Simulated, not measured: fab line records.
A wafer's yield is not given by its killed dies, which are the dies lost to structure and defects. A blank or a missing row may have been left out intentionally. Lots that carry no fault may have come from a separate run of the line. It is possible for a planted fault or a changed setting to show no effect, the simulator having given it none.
fab line records	flow sky130	part 2 of 2: steps 24 to 34 of 34
record lots=5	wafers=15	lastDay=49
route steps=708 shown FIELD_ISO@2 NWELL@32 DNWELL@35
lots untouched by any fault: they come from a run of this same line in which no faults occurred
startH: hours from the record's opening day to when the first of the lot's shown wafers began	waitH: time in hours since the lot's previous step	" identical to the entry in the row above	L1.1+2: one row covering several wafers at once	- no value present, or no start provided	* or withheld: withheld	< > ~ a bound
route shown NAME@n: names a module that has steps shown in the file, with the first one's number in the route	usual: the fault-free wafers' mean and standard deviation	same: alike in all rows	chamber/n: place in a boat	sites: the reading at each site	_std_site: how widely they spread, as a standard deviation	_edge_site: the outer-site mean with the inner-site mean subtracted	radiusMm: for every site, how far away it sits from the centre of the wafer	mask NAME#n: copy n	behind: the last tool/chamber to shape the wafer	hold: what put the lot on hold/how long, in hours/how the hold closed	device: the n, p or np transistor that did not switch	end of line: the same wafers' tests at the end of the route	a step without rows: its recipe alone	killed: at the first sort, the dies lost to defects and structure; wafer yield is something else	map: per-die view of a wafer (x killed, . not killed, _ where there is no die)
set.NAME: the setting the step ran with; set.NAME@STEP: the setting that earlier step ran with	model.NAME: the simulator's own value behind a step, which no gauge read
a table for each step, a row for each wafer; lots at some steps of the route
services: from which hour (startH, from the record's first day; less than 0 if before it) a tool's chamber was out of use, for how many hours, and why
## steps
# step SKY_FIELD_ISO_CVD_24
# recipe material=SiO2	targetThkNm=595	tempC=650	sigmaOpenFrac=0.3	timeS=99.2	sih4FlowSccm=60	pressureMtorr=6
# usual pressureMtorr=6.001/0.011
lot.wafer	tool	chamber	startH	waitH	pressureMtorr
L075.2	hdpcvd-02	0	38.02	0.0	5.994
L075.4	"	2	"	"	5.994
L075.5	"	1	"	"	5.985
L080.2	hdpcvd-02	2	69.61	0.0	5.996
L080.3	"	1	"	"	5.989
L080.5	"	1	"	"	5.982
L083.3	hdpcvd-02	0	79.44	0.0	6.009
L083.4	"	1	"	"	6.004
L083.5	"	2	"	"	5.980
L085.2	hdpcvd-02	2	96.53	0.0	6.007
L085.3	"	2	"	"	5.996
L085.4	"	1	"	"	6.009
L088.3	hdpcvd-02	1	105.92	0.0	5.994
L088.4	"	2	"	"	6.003
L088.5	"	1	"	"	6.006
# step SKY_FIELD_ISO_THK_MEAS_25
# recipe reads=SiO2_of_FIELD_ISO_CVD_24
# usual FIELD_ISO_CVD_24_THK=595/5.7
lot.wafer	tool	chamber	startH	waitH	FIELD_ISO_CVD_24_THK[nm]
L075.2	filmMetro-03	-	38.10	0.0	597
L075.4	"	-	"	"	598
L075.5	"	-	"	"	592
L080.2	filmMetro-02	-	69.69	0.0	598
L080.3	"	-	"	"	597
L080.5	"	-	"	"	588
L083.3	filmMetro-03	-	79.53	0.1	597
L083.4	"	-	"	"	598
L083.5	"	-	"	"	594
L085.2	filmMetro-03	-	96.64	0.1	595
L085.3	"	-	"	"	593
L085.4	"	-	"	"	590
L088.3	filmMetro-04	-	106.01	0.1	596
L088.4	"	-	"	"	595
L088.5	"	-	"	"	592
# step SKY_FIELD_ISO_ANNEAL_26
# recipe tempC=1000	timeS=1800	ambient=N2
# usual zonePowerCentrePct=21.8/0.57
lot.wafer	tool	chamber	startH	waitH	zonePowerCentrePct
L075.2	furnace-02	0	39.47	1.4	22.3
L075.4	"	0	"	"	21.9
L075.5	"	0	"	"	22.5
L080.2	furnace-01	0	75.33	5.6	21.2
L080.3	"	0	"	"	21.0
L080.5	"	0	"	"	21.5
L083.3	furnace-02	0	82.02	2.5	22.8
L083.4	"	0	"	"	22.5
L083.5	"	0	"	"	22.3
L085.2	furnace-01	0	97.57	0.9	21.6
L085.3	"	0	"	"	21.5
L085.4	"	0	"	"	21.3
L088.3	furnace-01	0	107.37	1.4	21.5
L088.4	"	0	"	"	21.5
L088.5	"	0	"	"	21.6
# step SKY_FIELD_ISO_CMP_27
# recipe stopOn=Si3N4	tOverpolishS=16	downForcePsi=4	platenRpm=60	targetThkNm=457.8	padVelocityMS=0.94248
# usual motorCurrentA=12.9/2.1	overpolishRunS=15.999/0.0088	timeToEndpointS=112/3
lot.wafer	tool	chamber	startH	waitH	motorCurrentA	overpolishRunS	timeToEndpointS
L075.2	cmp-02	2	40.97	0.0	15.4	15.998	119
L075.4	"	3	"	"	12.5	15.992	112
L075.5	"	3	"	"	12.9	16.015	116
L080.3	cmp-02	0	76.83	0.0	13.0	16.004	113
L080.2	"	2	"	"	16.1	16.005	111
L080.5	"	0	"	"	13.5	15.997	106
L083.3	cmp-02	1	83.52	0.0	11.4	15.995	114
L083.4	"	2	"	"	16.3	15.986	108
L083.5	"	1	"	"	10.6	15.999	108
L085.4	cmp-02	0	99.21	0.1	13.3	16.004	107
L085.3	"	1	"	"	11.3	15.991	113
L085.2	"	2	"	"	15.4	16.002	107
L088.3	cmp-02	1	108.87	0.0	11.0	15.993	108
L088.4	"	2	"	"	16.2	15.996	109
L088.5	"	2	"	"	15.6	15.991	107
# step SKY_FIELD_ISO_WET_ETCH_28
# recipe chemistry=dHF	targetDepthNm=23.7	target=SiO2	dilution=10:1	tempC=25	timeS=47
lot.wafer	tool	chamber	startH	waitH
L075.2+4+5	wetBench-04	0	41.27	0.2
L080.2+3+5	wetBench-01	0	77.13	0.1
L083.3+4+5	wetBench-01	1	83.82	0.2
L085.2+3+4	wetBench-04	0	99.51	0.1
L088.3+4+5	wetBench-03	1	109.17	0.2
# step SKY_FIELD_ISO_WET_ETCH_29
# recipe chemistry=H3PO4	targetDepthNm=160	target=Si3N4	tempC=160	timeS=1825
# usual bathGuardTempC=159.8/0.43
lot.wafer	tool	chamber	startH	waitH	bathGuardTempC
L075.2	wetBench-01	2	41.30	0.0	158.9
L075.4	"	2	"	"	158.7
L075.5	"	2	"	"	159.3
L080.2	wetBench-01	1	77.15	0.0	160.2
L080.3	"	1	"	"	160.1
L080.5	"	1	"	"	159.9
L083.3	wetBench-03	3	83.85	0.0	159.4
L083.4	"	3	"	"	159.5
L083.5	"	3	"	"	159.6
L085.2	wetBench-03	2	99.55	0.0	159.8
L085.3	"	2	"	"	159.5
L085.4	"	2	"	"	159.9
L088.3	wetBench-04	3	109.19	0.0	159.4
L088.4	"	3	"	"	159.5
L088.5	"	3	"	"	159.2
# step SKY_FIELD_ISO_WET_ETCH_30
# recipe chemistry=dHF	targetDepthNm=25	target=SiO2	dilution=10:1	tempC=25	timeS=50
lot.wafer	tool	chamber	startH	waitH
L075.2+4+5	wetBench-03	3	41.81	0.0
L080.2+3+5	wetBench-01	0	77.67	0.0
L083.3+4+5	wetBench-04	3	84.36	0.0
L085.2+3+4	wetBench-01	0	100.07	0.0
L088.3+4+5	wetBench-03	1	109.71	0.0
# step SKY_NWELL_CLEAN_00
# recipe chemistry=SC1/SC2	mix=1:4:20	tempC=70	timeS=150	dry=n2Spin
# usual bathGuardTempC=69.8/0.54
lot.wafer	tool	chamber	startH	waitH	bathGuardTempC
L075.2	wetBench-04	2	41.84	0.0	69.3
L075.4	"	2	"	"	69.3
L075.5	"	2	"	"	69.3
L080.2	wetBench-01	0	77.69	0.0	71.3
L080.3	"	0	"	"	70.8
L080.5	"	0	"	"	70.5
L083.3	wetBench-01	1	84.39	0.0	70.1
L083.4	"	1	"	"	70.3
L083.5	"	1	"	"	70.1
L085.2	wetBench-03	2	100.09	0.0	69.9
L085.3	"	2	"	"	69.8
L085.4	"	2	"	"	69.6
L088.3	wetBench-01	2	109.73	0.0	69.1
L088.4	"	2	"	"	68.9
L088.5	"	2	"	"	69.2
# step SKY_NWELL_OXIDATION_01
# recipe tempC=900	ambient=O2	stabiliseS=600	purgeS=300	targetThkA=100	oxTimeS=1418
# usual zonePowerCentrePct=17.2/0.45
lot.wafer	tool	chamber	startH	waitH	zonePowerCentrePct
L075.2	furnace-02	0	46.60	4.7	17.8
L075.4	"	0	"	"	17.7
L075.5	"	0	"	"	17.7
L080.2	furnace-02	0	79.38	1.6	18.1
L080.3	"	0	"	"	17.7
L080.5	"	0	"	"	17.8
L083.3	furnace-01	0	84.54	0.1	17.1
L083.4	"	0	"	"	16.8
L083.5	"	0	"	"	16.9
L085.2	furnace-01	0	100.32	0.2	16.7
L085.3	"	0	"	"	16.8
L085.4	"	0	"	"	16.9
L088.3	furnace-01	0	111.29	1.5	16.7
L088.4	"	0	"	"	16.7
L088.5	"	0	"	"	17.2
# step SKY_NWELL_THK_MEAS_02
# recipe reads=SiO2_of_NWELL_OXIDATION_01
# usual NWELL_OXIDATION_THK=10.01/0.2
lot.wafer	tool	chamber	startH	waitH	NWELL_OXIDATION_THK[nm]
L075.2	filmMetro-02	-	48.00	0.0	10.19
L075.4	"	-	"	"	10.18
L075.5	"	-	"	"	10.19
L080.2	filmMetro-02	-	80.78	0.0	10.15
L080.3	"	-	"	"	10.07
L080.5	"	-	"	"	10.13
L083.3	filmMetro-02	-	85.96	0.0	9.90
L083.4	"	-	"	"	10.10
L083.5	"	-	"	"	10.15
L085.2	filmMetro-04	-	101.73	0.0	9.94
L085.3	"	-	"	"	9.80
L085.4	"	-	"	"	9.63
L088.3	filmMetro-01	-	112.71	0.0	10.31
L088.4	"	-	"	"	10.49
L088.5	"	-	"	"	10.66
# step SKY_DNWELL_DEHYDRATE_00
# recipe tempC=200	timeS=60
# usual chillPlateTempC=23.01/0.1
lot.wafer	tool	chamber	startH	waitH	chillPlateTempC
L075.2	lithoTrack-02	0	54.53	6.5	22.85
L075.4	"	0	"	"	22.90
L075.5	"	0	"	"	23.10
L080.2	lithoTrack-04	0	88.31	7.5	22.92
L080.3	"	0	"	"	22.94
L080.5	"	0	"	"	22.87
L083.3	lithoTrack-04	0	93.84	7.9	22.99
L083.4	"	0	"	"	23.13
L083.5	"	0	"	"	22.99
L085.2	lithoTrack-04	0	109.96	8.2	23.16
L085.3	"	0	"	"	22.92
L085.4	"	0	"	"	23.05
L088.3	lithoTrack-04	0	120.79	8.1	22.94
L088.4	"	0	"	"	22.99
L088.5	"	0	"	"	23.01
## services
tool	chamber	startH	hours	kind
furnace-01	-	-8.41	3.2	pm
wetBench-03	-	-8.27	1.8	repair
rieDiel-03	0	-3.69	9.3	repair
krfScanner-02	-	10.26	0.8	pm
rieDiel-01	2	10.31	32.8	repair
krfScanner-02	-	12.79	1.0	pm
cmp-02	-	18.85	1.7	repair
furnace-01	-	20.87	2.5	pm
rieDiel-03	3	22.43	8.5	repair
hdpcvd-02	0	34.00	2.8	repair
cmp-02	-	36.66	0.7	repair
cmp-02	-	37.49	0.3	repair
wetBench-04	-	53.59	24.5	pm
furnace-02	-	59.43	14.7	pm
krfScanner-01	-	60.05	0.8	pm
cmp-02	-	61.40	0.3	repair
krfScanner-01	-	62.28	1.0	pm
cmp-02	-	64.00	4.0	pm
krfScanner-01	-	71.08	1.3	pm
rieDiel-01	0	77.03	12.2	repair
rieDiel-03	1	84.57	2.2	repair
hdpcvd-02	0	91.09	7.6	repair
cmp-02	-	96.17	3.0	pm
krfScanner-01	-	118.08	31.6	repair
